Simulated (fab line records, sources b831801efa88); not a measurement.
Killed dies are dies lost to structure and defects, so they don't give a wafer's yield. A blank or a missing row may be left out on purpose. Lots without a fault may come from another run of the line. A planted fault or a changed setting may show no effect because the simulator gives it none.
Tool commonality check | flow gf180mcu | 13 lots, 39 wafers sampled

WHY IT WAS OPENED
At GF_PSD_RS_MEAS_14 the reading NSD_RS is flagged on 3 of 13 lots. Wafers without a fault read 46.16 ohm/sq, standard deviation 0.085.
Rule: a lot is flagged when every wafer of it that has a number lies more than 4 standard deviations from that mean, or none has a number. The other lots count as sound.

lot  | measured     | on            | NSD_RS (ohm/sq), wafer by wafer | flag
L544 | day 14 00:57 | film_metro-01 | 46.14 46.10 46.17               |
L545 | day 14 15:04 | film_metro-03 | 46.16 45.99 46.04               |
L546 | day 14 23:22 | film_metro-03 | 46.16 46.20 46.13               |
L547 | day 15 02:32 | film_metro-03 | 46.09 46.01 46.10               |
L548 | day 15 16:59 | film_metro-03 | 46.05 46.12 46.03               |
L551 | day 16 21:05 | film_metro-04 | 46.26 46.20 46.25               |
L557 | day 18 21:08 | film_metro-01 | 43.15 43.20 43.17               | FLAGGED
L559 | day 19 16:19 | film_metro-01 | 43.13 43.12 43.12               | FLAGGED
L560 | day 19 20:28 | film_metro-04 | 43.17 43.13 43.17               | FLAGGED
L562 | day 20 13:14 | film_metro-04 | 46.31 46.29 46.29               |
L565 | day 21 12:20 | film_metro-03 | 46.28 46.20 46.25               |
L566 | day 21 23:49 | film_metro-04 | 46.09 46.15 46.23               |
L567 | day 22 06:17 | film_metro-04 | 46.33 46.22 46.18               |
The numbers of the flagged lots are 43.15 ohm/sq on average: -3.01 ohm/sq against the usual, or -35 standard deviations.

WHICH TOOL RAN EACH LOT
The record holds 1 process step before the reading, out of a route of 602 steps. In each cell: the tool, then ch and the chambers that the sampled wafers went through, then the start.
lot  | flag    | GF_PSD_RTA_13
L544 |         | rtp_anneal-01 ch 0, day 14 00:51
L545 |         | rtp_anneal-02 ch 0, day 14 14:58
L546 |         | rtp_anneal-01 ch 0, day 14 23:16
L547 |         | rtp_anneal-01 ch 0, day 15 02:28
L548 |         | rtp_anneal-01 ch 0, day 15 16:54
L551 |         | rtp_anneal-01 ch 0, day 16 21:00
L557 | FLAGGED | rtp_anneal-01 ch 0, day 18 21:03
L559 | FLAGGED | rtp_anneal-01 ch 0, day 19 16:14
L560 | FLAGGED | rtp_anneal-01 ch 0, day 19 20:23
L562 |         | rtp_anneal-02 ch 0, day 20 13:08
L565 |         | rtp_anneal-02 ch 0, day 21 12:16
L566 |         | rtp_anneal-01 ch 0, day 21 23:43
L567 |         | rtp_anneal-02 ch 0, day 22 06:07
What these steps do:
- GF_PSD_RTA_13: time 20 s.
- GF_PSD_RS_MEAS_14: measures by four-point-probe.

FLAGGED OVER TOTAL, TOOL BY TOOL (the gauges that took the reading come last)
step              | tool          | lots run | flagged | share of the flagged lots | sound lots run after its first flagged lot
GF_PSD_RTA_13     | rtp_anneal-01 | 9        | 3       | all                       | 1 (L566)
GF_PSD_RTA_13     | rtp_anneal-02 | 4        | 0       | none                      | -
GF_PSD_RS_MEAS_14 | film_metro-01 | 3        | 2       | some                      | 0
GF_PSD_RS_MEAS_14 | film_metro-03 | 5        | 0       | none                      | -
GF_PSD_RS_MEAS_14 | film_metro-04 | 5        | 1       | some                      | 3 (L562,L566,L567)

WHAT THE TABLE ALLOWS
1 row of the table ran every flagged lot: rtp_anneal-01 at GF_PSD_RTA_13.
- rtp_anneal-01 at GF_PSD_RTA_13: 3 of its 9 lots flagged. Sound lots ran on it after the first flagged one (L566), which a lasting fault on the whole tool wouldn't allow. Its own readings lie more than 4 standard deviations out on every wafer of the flagged lots: wafer_temp_C_max.
No row of the table ran every flagged lot and no sound lot after the first.

WHAT THE SIMULATOR HAD PUT IN
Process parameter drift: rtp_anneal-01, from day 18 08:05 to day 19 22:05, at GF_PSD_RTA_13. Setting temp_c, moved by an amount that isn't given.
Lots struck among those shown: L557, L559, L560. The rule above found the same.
